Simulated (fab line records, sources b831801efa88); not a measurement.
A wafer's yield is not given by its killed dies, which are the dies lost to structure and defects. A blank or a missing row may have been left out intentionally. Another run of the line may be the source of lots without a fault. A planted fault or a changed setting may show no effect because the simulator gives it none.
fab line records	flow gf180mcu
record: lots: 5	wafers: 14	last_day: 33
route steps=602 shown V5@564 TOP_METAL@567
lots that met no fault: taken from a fault-free run of the same line
start_h: the number of hours between the record's first day and the start of the first shown wafer of the lot	wait_h: hours elapsed since this lot's preceding step	" unchanged from the row above	L1.1+2: one row covering several wafers at once	- value missing, or start not given	* or withheld: withheld	< > ~ a bound
route shown NAME@n: names a module that has steps shown in the file, with the first one's number in the route	usual: average and standard deviation across the fault-free wafers	same: alike in all rows	chamber/n: place in a boat	sites: the reading at each site	_std_site: standard deviation across them	_edge_site: inner sites' mean taken away from outer sites' mean	radius_mm: for every site, how far away it sits from the centre of the wafer	mask NAME#n: copy n	behind: tool/chamber where the wafer was last shaped	hold: why the lot went on hold/how many hours it stayed there/how the hold came to an end	device: whichever transistor did not switch (one of n, p or np)	end of line: the route-end tests of the same wafers	a step with no rows: only its recipe	killed: at the first sort, the dies lost to defects and structure; wafer yield is something else	map: shows each die of a wafer: x if killed, . if not, _ if none is there
set.NAME: setting as actually run; set.NAME@STEP: the setting as run at that earlier step	model.NAME: the simulator's own value behind a step, which no gauge read
certain route steps with their lots: each step a table, each wafer a row
services: from which hour (start_h, from the record's first day; less than 0 if before it) a tool's chamber was out of use, for how many hours, and why
== steps ==
step: GF_V5_RS_MEAS_24
recipe: thk_meas_gauge: four-point-probe	reads: W_of_V5_CVD_23+TiN_of_V5_SPUTTER_22+Ti_of_V5_SPUTTER_21
usual: V5_W_RS: 0.325/0.0083
lot.wafer	tool	chamber	start_h	wait_h	V5_W_RS[ohm/sq]
L866.1	film_metro-04	-	633.57	0.1	0.310
L866.2	"	-	"	"	0.331
L866.4	"	-	"	"	0.313
L874.2	film_metro-02	-	700.05	0.1	0.320
L874.3	"	-	"	"	0.319
L874.5	"	-	"	"	0.326
L876.2	film_metro-03	-	718.92	0.1	0.325
L876.3	"	-	"	"	0.325
L876.4	"	-	"	"	0.322
L877.3	film_metro-03	-	725.59	0.1	0.312
L877.4	"	-	"	"	0.336
L877.5	"	-	"	"	0.316
L884.5	film_metro-04	-	760.34	0.1	0.327
L884.6	"	-	"	"	0.326
step: GF_V5_THK_MEAS_25
recipe: thk_meas_gauge: xrf	reads: W_of_V5_CVD_23
usual: V5_W_THK: 360/11
lot.wafer	tool	chamber	start_h	wait_h	V5_W_THK[nm]
L866.1	film_metro-04	-	633.69	0.1	378
L866.2	"	-	"	"	355
L866.4	"	-	"	"	374
L874.2	film_metro-02	-	700.16	0.1	364
L874.3	"	-	"	"	366
L874.5	"	-	"	"	355
L876.2	film_metro-03	-	719.03	0.1	361
L876.3	"	-	"	"	364
L876.4	"	-	"	"	368
L877.3	film_metro-03	-	725.69	0.1	382
L877.4	"	-	"	"	354
L877.5	"	-	"	"	378
L884.5	film_metro-04	-	760.42	0.1	355
L884.6	"	-	"	"	355
step: GF_V5_CMP_26
recipe: stop_on: SiO2	down_force_psi: 3.5	platen_rpm: 60	t_overpolish_s: 15	target_thk_nm: 0	pad_velocity_m_s: 0.94248
usual: motor_current_A: 10.7/0.81	overpolish_run_s: 15.001/0.0089	retaining_ring_pressure_frac: 1.000/0.0054	time_to_endpoint_s: 85/4
lot.wafer	tool	chamber	start_h	wait_h	motor_current_A	overpolish_run_s	retaining_ring_pressure_frac	time_to_endpoint_s
L866.1	cmp-02	1	633.75	0.1	11.7	14.990	0.998	93
L866.4	"	2	"	"	11.1	14.997	1.001	89
L866.2	"	0	"	"	10.0	15.006	1.001	86
L874.3	cmp-01	0	700.21	0.0	10.2	15.007	1.006	88
L874.2	"	1	"	"	10.6	15.012	1.004	88
L874.5	"	0	"	"	10.0	15.027	1.004	84
L876.3	cmp-02	1	719.08	0.0	11.6	15.000	0.989	85
L876.4	"	2	"	"	10.4	14.998	0.999	90
L876.2	"	0	"	"	10.8	14.996	1.004	88
L877.4	cmp-02	0	725.78	0.1	10.9	15.003	1.006	83
L877.3	"	2	"	"	10.5	14.999	1.004	89
L877.5	"	3	"	"	11.3	15.003	1.002	79
L884.5	cmp-01	0	760.64	0.2	10.4	15.014	1.001	87
L884.6	"	1	"	"	10.6	15.008	1.000	86
step: GF_TOP_METAL_SPUTTER_00
recipe: material: Ti	target_thk_nm: 37.5	arriving_ion_energy_ev: 80	substrate_temp_c: 200	chamber_pressure_pa: 2	power_w: 4000	time_s: 150
usual: chamber_pressure_pa: 2.000/0.0039	substrate_temp_c: 200.00/0.18	throttle_valve_pct: 30.0/1.2
lot.wafer	tool	chamber	start_h	wait_h	chamber_pressure_pa	substrate_temp_c	throttle_valve_pct
L866.1	pvd_sputter-03	-	634.05	0.2	2.001	199.75	30.3
L866.2	"	-	"	"	2.000	200.04	31.1
L866.4	"	-	"	"	1.995	199.76	30.7
L874.2	pvd_sputter-03	-	700.51	0.2	2.002	200.05	31.2
L874.3	"	-	"	"	2.000	200.01	31.6
L874.5	"	-	"	"	2.004	200.04	31.1
L876.2	pvd_sputter-01	-	719.38	0.1	2.005	200.08	29.0
L876.3	"	-	"	"	2.003	199.81	27.5
L876.4	"	-	"	"	2.000	199.82	29.4
L877.3	pvd_sputter-03	-	726.03	0.1	1.997	199.96	30.3
L877.4	"	-	"	"	1.996	200.18	30.8
L877.5	"	-	"	"	1.994	200.03	31.1
L884.5	pvd_sputter-02	-	760.79	0.1	2.005	200.13	31.1
L884.6	"	-	"	"	1.993	199.85	27.9
step: GF_TOP_METAL_SPUTTER_01
recipe: material: TiN	target_thk_nm: 30	power_w: 6500	time_s: 25	chamber_pressure_pa: 0.4
step: GF_TOP_METAL_SPUTTER_02
recipe: material: AlCu	target_thk_nm: 900	power_w: 10600	chamber_pressure_pa: 0.3	substrate_temp_c: 250	gas: Ar	time_s: 47.82
usual: chamber_pressure_pa: 0.3000/0.00068	substrate_temp_c: 249.96/0.17	throttle_valve_pct: 30.0/1.2
lot.wafer	tool	chamber	start_h	wait_h	chamber_pressure_pa	substrate_temp_c	throttle_valve_pct
L866.1	pvd_sputter-03	-	634.18	0.0	0.2991	249.72	30.4
L866.2	"	-	"	"	0.3002	250.24	30.9
L866.4	"	-	"	"	0.2998	250.00	30.7
L874.2	pvd_sputter-03	-	700.64	0.0	0.2991	249.96	31.0
L874.3	"	-	"	"	0.2993	249.57	31.3
L874.5	"	-	"	"	0.3006	250.07	31.1
L876.2	pvd_sputter-01	-	719.51	0.0	0.3016	249.98	29.1
L876.3	"	-	"	"	0.3005	250.11	27.4
L876.4	"	-	"	"	0.2993	250.08	29.3
L877.3	pvd_sputter-03	-	726.16	0.0	0.3000	249.76	30.5
L877.4	"	-	"	"	0.2996	250.08	30.7
L877.5	"	-	"	"	0.3004	250.06	31.1
L884.5	pvd_sputter-02	-	760.89	0.0	0.3007	249.86	31.0
L884.6	"	-	"	"	0.2989	250.18	27.9
step: GF_TOP_METAL_SPUTTER_03
recipe: material: Ti	target_thk_nm: 5	substrate_temp_c: 300	chamber_pressure_pa: 0.3	power_w: 3000	time_s: 3.3
usual: chamber_pressure_pa: 0.3000/0.00057	substrate_temp_c: 300.02/0.2	throttle_valve_pct: 30.0/1.2
lot.wafer	tool	chamber	start_h	wait_h	chamber_pressure_pa	substrate_temp_c	throttle_valve_pct
L866.1	pvd_sputter-03	-	634.22	0.0	0.3008	299.94	30.5
L866.2	"	-	"	"	0.3002	300.55	31.0
L866.4	"	-	"	"	0.3001	299.62	30.7
L874.2	pvd_sputter-03	-	700.68	0.0	0.3003	300.07	31.1
L874.3	"	-	"	"	0.2990	300.27	31.6
L874.5	"	-	"	"	0.3008	300.11	31.0
L876.2	pvd_sputter-01	-	719.55	0.0	0.3003	300.08	29.1
L876.3	"	-	"	"	0.2995	300.07	27.9
L876.4	"	-	"	"	0.2991	299.69	29.1
L877.3	pvd_sputter-03	-	726.20	0.0	0.3005	299.95	30.3
L877.4	"	-	"	"	0.3004	300.29	30.6
L877.5	"	-	"	"	0.2990	299.72	31.1
L884.5	pvd_sputter-02	-	760.92	0.0	0.3000	300.22	30.9
L884.6	"	-	"	"	0.3010	299.95	27.8
step: GF_TOP_METAL_SPUTTER_04
recipe: material: TiN	target_thk_nm: 25	power_w: 6500	time_s: 20.8	chamber_pressure_pa: 0.4
usual: chamber_pressure_pa: 0.4000/0.00083	throttle_valve_pct: 30.0/1.2
lot.wafer	tool	chamber	start_h	wait_h	chamber_pressure_pa	throttle_valve_pct
L866.1	pvd_sputter-03	-	634.24	0.0	0.4001	30.3
L866.2	"	-	"	"	0.4019	31.0
L866.4	"	-	"	"	0.3998	30.6
L874.2	pvd_sputter-03	-	700.70	0.0	0.4003	31.0
L874.3	"	-	"	"	0.3996	31.5
L874.5	"	-	"	"	0.4008	30.9
L876.2	pvd_sputter-01	-	719.57	0.0	0.4006	29.1
L876.3	"	-	"	"	0.4009	27.4
L876.4	"	-	"	"	0.3996	29.3
L877.3	pvd_sputter-03	-	726.22	0.0	0.4005	30.5
L877.4	"	-	"	"	0.3989	30.7
L877.5	"	-	"	"	0.3991	30.8
L884.5	pvd_sputter-02	-	760.95	0.0	0.4008	30.9
L884.6	"	-	"	"	0.3999	28.1
step: GF_TOP_METAL_RS_MEAS_05
recipe: thk_meas_gauge: four-point-probe	reads: TiN_of_TOP_METAL_SPUTTER_04+Ti_of_TOP_METAL_SPUTTER_03+AlCu_of_TOP_METAL_SPUTTER_02+TiN_of_TOP_METAL_SPUTTER_01+Ti_of_TOP_METAL_SPUTTER_00
usual: TOP_METAL_ALCU_RS: 0.0330/0.00037
lot.wafer	tool	chamber	start_h	wait_h	TOP_METAL_ALCU_RS[ohm/sq]
L866.1	film_metro-01	-	634.27	0.0	0.0334
L866.2	"	-	"	"	0.0335
L866.4	"	-	"	"	0.0335
L874.2	film_metro-04	-	700.75	0.0	0.0325
L874.3	"	-	"	"	0.0324
L874.5	"	-	"	"	0.0321
L876.2	film_metro-01	-	719.62	0.0	0.0328
L876.3	"	-	"	"	0.0323
L876.4	"	-	"	"	0.0327
L877.3	film_metro-02	-	726.29	0.1	0.0328
L877.4	"	-	"	"	0.0330
L877.5	"	-	"	"	0.0326
L884.5	film_metro-01	-	761.04	0.1	0.0333
L884.6	"	-	"	"	0.0332
step: GF_TOP_METAL_THK_MEAS_06
recipe: thk_meas_gauge: xrf	reads: AlCu_of_TOP_METAL_SPUTTER_02
usual: TOP_METAL_ALCU_THK: 874/10
lot.wafer	tool	chamber	start_h	wait_h	TOP_METAL_ALCU_THK[nm]
L866.1	film_metro-01	-	634.39	0.1	865
L866.2	"	-	"	"	865
L866.4	"	-	"	"	865
L874.2	film_metro-04	-	700.86	0.1	882
L874.3	"	-	"	"	886
L874.5	"	-	"	"	895
L876.2	film_metro-01	-	719.73	0.1	884
L876.3	"	-	"	"	896
L876.4	"	-	"	"	890
L877.3	film_metro-02	-	726.39	0.1	886
L877.4	"	-	"	"	880
L877.5	"	-	"	"	885
L884.5	film_metro-01	-	761.12	0.1	860
L884.6	"	-	"	"	865
step: GF_TOP_METAL_DEHYDRATE_07
recipe: temp_c: 200	time_s: 60
step: GF_TOP_METAL_HMDS_08
recipe: prime_time_s: 60	prime_temp_c: 120
step: GF_TOP_METAL_COAT_09
recipe: resist: NOVOLAK	spin_rpm: 3000	resist_thk_nm: 1500
lot.wafer	tool	chamber	start_h	wait_h	model.NOVOLAK_of_TOP_METAL_COAT_09.thk_nm
L866.1	litho_track-02	0	644.20	0.1	1500
L866.2	"	0	"	"	1501
L866.4	"	0	"	"	1503
L874.2	litho_track-01	0	710.23	0.1	1503
L874.3	"	0	"	"	1505
L874.5	"	0	"	"	1506
L876.2	litho_track-01	0	728.43	0.1	1495
L876.3	"	0	"	"	1494
L876.4	"	0	"	"	1498
L877.3	litho_track-04	0	734.67	0.1	1505
L877.4	"	0	"	"	1503
L877.5	"	0	"	"	1506
L884.5	litho_track-04	0	768.77	0.1	1506
L884.6	"	0	"	"	1449
step: GF_TOP_METAL_SOFTBAKE_10
recipe: temp_c: 90	time_s: 60	resist: NOVOLAK
step: GF_TOP_METAL_EXPOSE_11
recipe: mask_id: MetalTop	target_cd_nm: 440	na: 0.6	source_shape: conventional	sigma_outer: 0.6	dose_mj: 170
step: GF_TOP_METAL_PEB_12
recipe: temp_c: withheld	time_s: *	resist: NOVOLAK
step: GF_TOP_METAL_DEVELOP_13
recipe: develop_time_s: 60	dev_temp_c: 23
step: GF_TOP_METAL_CD_MEAS_14
recipe: target_cd_nm: 440
usual: cd_nm: 439.9/2
lot.wafer	tool	chamber	start_h	wait_h	cd_nm
L866.1	cd_sem-01	-	653.75	0.1	439.0
L866.2	"	-	"	"	440.4
L866.4	"	-	"	"	438.7
L874.2	cd_sem-02	-	719.12	0.1	443.6
L874.3	"	-	"	"	444.4
L874.5	"	-	"	"	443.3
L876.2	cd_sem-01	-	737.42	0.1	437.6
L876.3	"	-	"	"	438.3
L876.4	"	-	"	"	438.0
L877.3	cd_sem-01	-	742.99	0.1	440.2
L877.4	"	-	"	"	439.4
L877.5	"	-	"	"	438.8
L884.5	cd_sem-02	-	777.08	0.1	439.3
L884.6	"	-	"	"	435.9
step: GF_TOP_METAL_OVL_MEAS_15
usual: TOP_METAL_OVL: 0.5/1.6
lot.wafer	tool	chamber	start_h	wait_h	TOP_METAL_OVL[nm]
L866.1	overlay-02	-	653.87	0.1	1.5
L866.2	"	-	"	"	1.0
L866.4	"	-	"	"	-0.3
L874.2	overlay-01	-	719.23	0.1	-0.4
L874.3	"	-	"	"	-1.0
L874.5	"	-	"	"	0.2
L876.2	overlay-02	-	737.53	0.1	2.9
L876.3	"	-	"	"	1.9
L876.4	"	-	"	"	0.3
L877.3	overlay-02	-	743.08	0.1	-1.1
L877.4	"	-	"	"	-2.5
L877.5	"	-	"	"	-2.8
L884.5	overlay-01	-	777.14	0.0	0.4
L884.6	"	-	"	"	-2.5
step: GF_TOP_METAL_METAL_ETCH_16
recipe: chemistry: Cl2/BCl3	mask_material: NOVOLAK	target_depth_nm: 1197	stop_on: SiO2	pressure_mtorr: 8	icp_w: 800	bias_w: 140	Cl2_flow_sccm: 80	bcl3_flow_sccm: 40	time_s: 199.5
usual: drypump_motor_current_A: 6.12/0.27	oes_product_au: 0.992/0.0057	throttle_valve_pct: 28.228/0.0094
lot.wafer	tool	chamber	start_h	wait_h	drypump_motor_current_A	oes_product_au	rf_hours_counter_h	throttle_valve_pct	model.NOVOLAK_of_TOP_METAL_COAT_09.thk_nm
L866.1	rie_metal-04	0	653.91	0.0	5.95	0.996	2	28.227	1009
L866.2	"	0	"	"	5.97	1.002	-	28.212	1007
L866.4	"	0	"	"	5.95	0.992	-	28.227	1008
L874.2	rie_metal-02	0	719.26	0.0	6.18	0.985	7	28.219	1036
L874.3	"	1	"	"	6.45	0.992	-	28.233	1022
L874.5	"	1	"	"	6.41	0.994	-	28.220	1024
L876.2	rie_metal-04	1	737.56	0.0	5.70	0.987	2	28.231	1024
L876.3	"	1	"	"	5.67	0.988	-	28.233	1016
L876.4	"	0	"	"	5.95	0.986	-	28.219	1013
L877.3	rie_metal-02	0	743.17	0.1	6.23	0.982	-	28.243	1031
L877.4	"	1	"	"	6.39	1.000	-	28.232	1020
L877.5	"	1	"	"	6.48	0.984	-	28.229	1026
L884.5	rie_metal-01	1	777.28	0.1	6.22	0.998	-	28.230	1023
L884.6	"	0	"	"	5.73	0.998	-	28.221	944
step: GF_TOP_METAL_STRIP_17
recipe: chemistry: O2/N2	power_w: 1400	pressure_mtorr: 1500	platen_temp_c: 250	o2_flow_sccm: 3000	n2_flow_sccm: 300	overash_fraction: 0.5
usual: drypump_motor_current_A: 5.5/0.68	heater_power_w: 327/23	oes_product_au: 0.710/0.0045	strip_time_to_endpoint_s: 12.90/0.1
lot.wafer	tool	chamber	start_h	wait_h	drypump_motor_current_A	heater_power_w	oes_product_au	rf_hours_counter_h	strip_time_to_endpoint_s
L866.1	plasma_asher-04	1	654.29	0.3	5.7	286	0.704	55	12.85
L866.2	"	0	"	"	4.7	331	0.719	55	12.82
L866.4	"	1	"	"	5.7	295	0.713	-	12.82
L874.2	plasma_asher-02	0	719.45	0.1	5.2	352	0.706	113	13.08
L874.3	"	0	"	"	5.2	336	0.704	-	12.91
L874.5	"	0	"	"	5.2	346	0.706	-	12.93
L876.2	plasma_asher-03	0	737.75	0.1	5.7	341	0.712	90	12.97
L876.3	"	1	"	"	6.4	364	0.704	-	12.85
L876.4	"	0	"	"	5.7	342	0.715	-	12.82
L877.3	plasma_asher-03	0	743.33	0.1	5.7	339	0.712	-	13.02
L877.4	"	1	"	"	6.4	357	0.713	-	12.89
L877.5	"	1	"	"	6.4	365	0.706	-	12.96
L884.5	plasma_asher-04	0	777.41	0.1	4.7	322	0.709	-	12.94
L884.6	"	1	"	"	5.7	289	0.704	-	12.08
step: GF_TOP_METAL_STRIP_18
recipe: chemistry: post_etch_residue_remover	time_s: 1200	temp_c: 72.5
== services ==
tool	chamber	start_h	hours	kind
plasma_asher-03	-	617.53	28.1	pm
plasma_asher-02	-	655.98	4.4	repair
cmp-01	-	656.03	2.9	repair
plasma_asher-03	-	657.98	22.0	repair
pvd_sputter-01	3	662.57	-	consumable_replace:kit
pvd_sputter-01	3	662.57	18.0	scheduled_down
pvd_sputter-01	3	662.57	18.0	vent_cycle
rie_metal-01	0	664.18	27.8	repair
pvd_sputter-03	3	683.56	-	consumable_replace:kit
pvd_sputter-03	3	683.56	18.0	scheduled_down
pvd_sputter-03	3	683.56	18.0	vent_cycle
rie_metal-02	-	712.52	1.8	repair
plasma_asher-02	-	730.39	2.8	pm
plasma_asher-02	-	733.75	9.0	pm
cmp-02	-	744.08	4.0	pm
pvd_sputter-01	-	746.13	1.7	repair
cmp-02	-	748.08	-	consumable_replace:conditioner
plasma_asher-02	-	754.25	14.6	pm
cmp-02	-	762.16	13.8	pm
rie_metal-02	0	767.54	4.8	repair
pvd_sputter-02	-	769.32	10.1	repair
pvd_sputter-01	2	769.43	-	consumable_replace:kit
pvd_sputter-01	2	769.43	18.0	scheduled_down
pvd_sputter-01	2	769.43	18.0	vent_cycle
== key ==
first_sign: step: GF_TOP_METAL_STRIP_17	reading: strip_time_to_endpoint_s	direction: down	sigmas: 7.8	usual: *	struck: *
effect none on later readings
model_effect: step: GF_TOP_METAL_COAT_09	value: NOVOLAK_of_TOP_METAL_COAT_09.thk_nm	without: 1508	struck: 1449
model_effect: step: GF_TOP_METAL_METAL_ETCH_16	value: NOVOLAK_of_TOP_METAL_COAT_09.thk_nm	without: 1003	struck: 944
met_at GF_TOP_METAL_COAT_09
struck_wafers L884.6
onset_between 734.67 768.77
fault: kind: process_parameter_drift	tool: litho_track-04	chamber: -	onset_h: 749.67	steps: GF_TOP_METAL_COAT_09	channel: resist_thk_nm	offset: *	shape: step	end_h: 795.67	scope: struck_wafers_only	acts_in: *	stated: *
